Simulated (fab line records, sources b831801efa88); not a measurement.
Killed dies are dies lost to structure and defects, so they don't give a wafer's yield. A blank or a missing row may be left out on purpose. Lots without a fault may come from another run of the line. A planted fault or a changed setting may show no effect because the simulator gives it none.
Which tool did it? | flow gf180mcu | 13 lots, 39 wafers sampled, at 6 steps of a route of 602

WHAT THE GAUGES READ, wafer by wafer
GF_MVPSD_TW_MEAS_11. Usual: MVPSD_TW 552.8, standard deviation 2.3.
lot  | measured     | on            | MVPSD_TW          | flag
L647 | day 5 08:44  | film_metro-01 | 553.0 551.1 556.2 |
L649 | day 5 18:32  | film_metro-01 | 552.6 551.0 550.0 |
L650 | day 6 04:06  | film_metro-01 | 556.4 555.0 557.6 |
L651 | day 6 06:02  | film_metro-02 | 550.4 553.8 552.4 |
L655 | day 7 05:21  | film_metro-01 | 554.0 551.3 552.3 |
L656 | day 7 13:18  | film_metro-01 | 551.6 551.7 548.9 |
L659 | day 8 07:02  | film_metro-01 | 554.1 551.9 554.2 |
L662 | day 9 01:13  | film_metro-01 | 552.1 553.4 551.2 |
L665 | day 9 17:41  | film_metro-03 | 556.1 556.5 556.8 |
L666 | day 10 02:49 | film_metro-02 | 551.6 554.9 549.7 |
L667 | day 10 04:21 | film_metro-01 | 551.3 553.6 552.8 |
L668 | day 10 11:09 | film_metro-03 | 555.1 554.9 556.1 |
L669 | day 10 17:28 | film_metro-03 | 557.1 554.3 552.3 |

GF_VT_IMPLANT_TW_MEAS_21. Usual: VT_IMPLANT_2_TW 1214, standard deviation 6.1.
lot  | measured     | on            | VT_IMPLANT_2_TW | flag
L647 | day 6 13:55  | film_metro-04 | 1213 1216 1218  |
L649 | day 6 23:56  | film_metro-01 | 1228 1215 1224  |
L650 | day 7 11:20  | film_metro-02 | 1213 1199 1212  |
L651 | day 7 13:08  | film_metro-02 | 1211 1209 1204  |
L655 | day 8 14:02  | film_metro-02 | 1205 1208 1212  |
L656 | day 8 22:04  | film_metro-01 | 1213 1211 1215  |
L659 | day 9 17:16  | film_metro-04 | 1212 1214 1208  |
L662 | day 10 12:15 | film_metro-04 | 1219 1216 1218  |
L665 | day 11 04:53 | film_metro-01 | 1214 1219 1216  |
L666 | day 11 15:22 | film_metro-01 | 1220 1211 1218  |
L667 | day 11 16:52 | film_metro-04 | 1225 1219 1213  |
L668 | day 12 00:16 | film_metro-01 | 1207 1212 1210  |
L669 | day 12 06:07 | film_metro-02 | 1208 1204 1209  |

GF_VT_IMPLANT_OVL_MEAS_40. Usual: VT_IMPLANT_03_OVL 0.1 nm, standard deviation 1.6.
lot  | measured     | on         | VT_IMPLANT_03_OVL (nm) | flag
L647 | day 7 21:25  | overlay-01 | 0.6 1.6 2.1            |
L649 | day 8 06:52  | overlay-01 | 0.7 0.8 2.4            |
L650 | day 8 19:34  | overlay-01 | -1.1 -1.0 -0.1         |
L651 | day 8 21:29  | overlay-02 | -1.2 -2.1 -0.7         |
L655 | day 10 00:41 | overlay-02 | -0.4 -0.7 0.3          |
L656 | day 10 09:08 | overlay-02 | -0.3 0.9 -0.6          |
L659 | day 11 04:01 | overlay-02 | -2.1 1.5 0.3           |
L662 | day 12 00:38 | overlay-02 | 2.2 1.4 -1.3           |
L665 | day 12 19:31 | overlay-01 | 0.5 -0.2 -1.3          |
L666 | day 13 06:49 | overlay-02 | 0.8 -0.1 2.6           |
L667 | day 13 07:29 | overlay-02 | 2.8 3.6 1.6            |
L668 | day 13 16:08 | overlay-02 | 0.6 -0.3 -0.1          |
L669 | day 13 21:11 | overlay-01 | 2.8 3.0 1.8            |

GF_NSD_CD_MEAS_07: target cd 400 nm. Usual: cd_nm 399.6 nm, standard deviation 2.4.
lot  | measured     | on        | cd_nm (nm)        | flag
L647 | day 13 16:50 | cd_sem-01 | 399.7 399.3 401.3 |
L649 | day 14 04:36 | cd_sem-01 | 397.3 395.4 395.7 |
L650 | day 14 17:43 | cd_sem-02 | 398.5 401.5 399.1 |
L651 | day 14 23:56 | cd_sem-02 | 397.1 396.8 396.5 |
L655 | day 16 09:55 | cd_sem-02 | 397.4 397.8 396.7 |
L656 | day 16 18:11 | cd_sem-01 | 402.1 401.0 401.0 |
L659 | day 17 20:10 | cd_sem-01 | 398.3 397.4 396.1 |
L662 | day 18 21:35 | cd_sem-01 | - - -             | OFF
L665 | day 19 19:40 | cd_sem-01 | 403.1 404.2 404.6 |
L666 | day 20 06:47 | cd_sem-02 | 395.0 396.7 395.4 |
L667 | day 20 11:40 | cd_sem-01 | 402.3 400.5 401.7 |
L668 | day 20 20:50 | cd_sem-01 | 405.0 404.6 402.5 |
L669 | day 21 01:35 | cd_sem-02 | 401.9 402.8 400.9 |

GF_NSD_TW_MEAS_12. Usual: NSD_TW 4214, standard deviation 22.
lot  | measured     | on            | NSD_TW         | flag
L647 | day 13 17:23 | film_metro-01 | 4221 4214 4213 |
L649 | day 14 05:10 | film_metro-01 | 4223 4229 4234 |
L650 | day 14 18:16 | film_metro-04 | 4236 4222 4217 |
L651 | day 15 00:29 | film_metro-01 | 4219 4226 4222 |
L655 | day 16 10:27 | film_metro-01 | 4220 4202 4210 |
L656 | day 16 18:46 | film_metro-04 | 4238 4220 4226 |
L659 | day 17 20:43 | film_metro-01 | 4194 4214 4174 |
L662 | day 18 22:08 | film_metro-01 | 30 30 30       | OFF
L665 | day 19 20:13 | film_metro-02 | 4238 4236 4212 |
L666 | day 20 07:20 | film_metro-02 | 4185 4209 4221 |
L667 | day 20 12:13 | film_metro-04 | 4201 4217 4178 |
L668 | day 20 21:23 | film_metro-01 | 4164 4177 4196 |
L669 | day 21 02:07 | film_metro-01 | 4240 4211 4229 |

WHICH TOOL RAN EACH LOT (tool, then ch and the chambers of the sampled wafers, then the start)
lot  | GF_NSD_EXPOSE_04
L647 | iline_stepper-02 ch 0, day 13 07:25
L649 | iline_stepper-02 ch 0, day 13 17:57
L650 | iline_stepper-02 ch 0, day 14 07:33
L651 | iline_stepper-01 ch 0, day 14 13:10
L655 | iline_stepper-01 ch 0, day 15 22:46
L656 | iline_stepper-02 ch 0, day 16 07:52
L659 | iline_stepper-02 ch 0, day 17 09:07
L662 | iline_stepper-01 ch 0, day 18 10:17
L665 | iline_stepper-02 ch 0, day 19 07:37
L666 | iline_stepper-02 ch 0, day 19 19:04
L667 | iline_stepper-02 ch 0, day 19 23:46
L668 | iline_stepper-01 ch 0, day 20 08:46
L669 | iline_stepper-01 ch 0, day 20 14:29
- GF_NSD_EXPOSE_04: exposes mask Nplus, target cd 400 nm.

WHAT THE TOOLS THEMSELVES READ (means of the sampled wafers that have a number; where no wafer has one, the mark that the record gives instead)
GF_NSD_EXPOSE_04. Usual: focus_offset_nm -0.1 nm, standard deviation 0.53.
lot  | tool             | focus_offset_nm (nm) | flag
L647 | iline_stepper-02 | -0.2                 |
L649 | iline_stepper-02 | 0.5                  |
L650 | iline_stepper-02 | -0.5                 |
L651 | iline_stepper-01 | -0.2                 |
L655 | iline_stepper-01 | -0.3                 |
L656 | iline_stepper-02 | -0.3                 |
L659 | iline_stepper-02 | -0.0                 |
L662 | iline_stepper-01 | 0.6                  |
L665 | iline_stepper-02 | 0.4                  |
L666 | iline_stepper-02 | 0.1                  |
L667 | iline_stepper-02 | -0.2                 |
L668 | iline_stepper-01 | -0.2                 |
L669 | iline_stepper-01 | 0.0                  |

THE ANSWER, worked out from the rows above alone
Rule: a lot is off if the mean of its wafers that have a number lies more than 3 standard deviations from the usual mean. A lot without any number at a reading at which 4 lots or more have one is off too. The other lots that the step has rows for count as sound. The gauges are gone through in route order, then the tools' own readings, and for those a lot's mean is taken as printed above. The first step at which some lot is off is used, and at that step the reading that is off furthest; a lot without a number counts as furthest.
Off: L662, at GF_NSD_CD_MEAS_07 (cd_nm). Without a number there: L662.
A tool fits if, at a process step before that reading, it ran every lot that is off, and no sound lot after the first of them. The gauges at GF_NSD_CD_MEAS_07 aren't tried: what is off there is off at GF_NSD_TW_MEAS_12 too, on other tools, and a gauge's error can't cause that. None of those tried fits.

WHAT THE SIMULATOR HAD PUT IN
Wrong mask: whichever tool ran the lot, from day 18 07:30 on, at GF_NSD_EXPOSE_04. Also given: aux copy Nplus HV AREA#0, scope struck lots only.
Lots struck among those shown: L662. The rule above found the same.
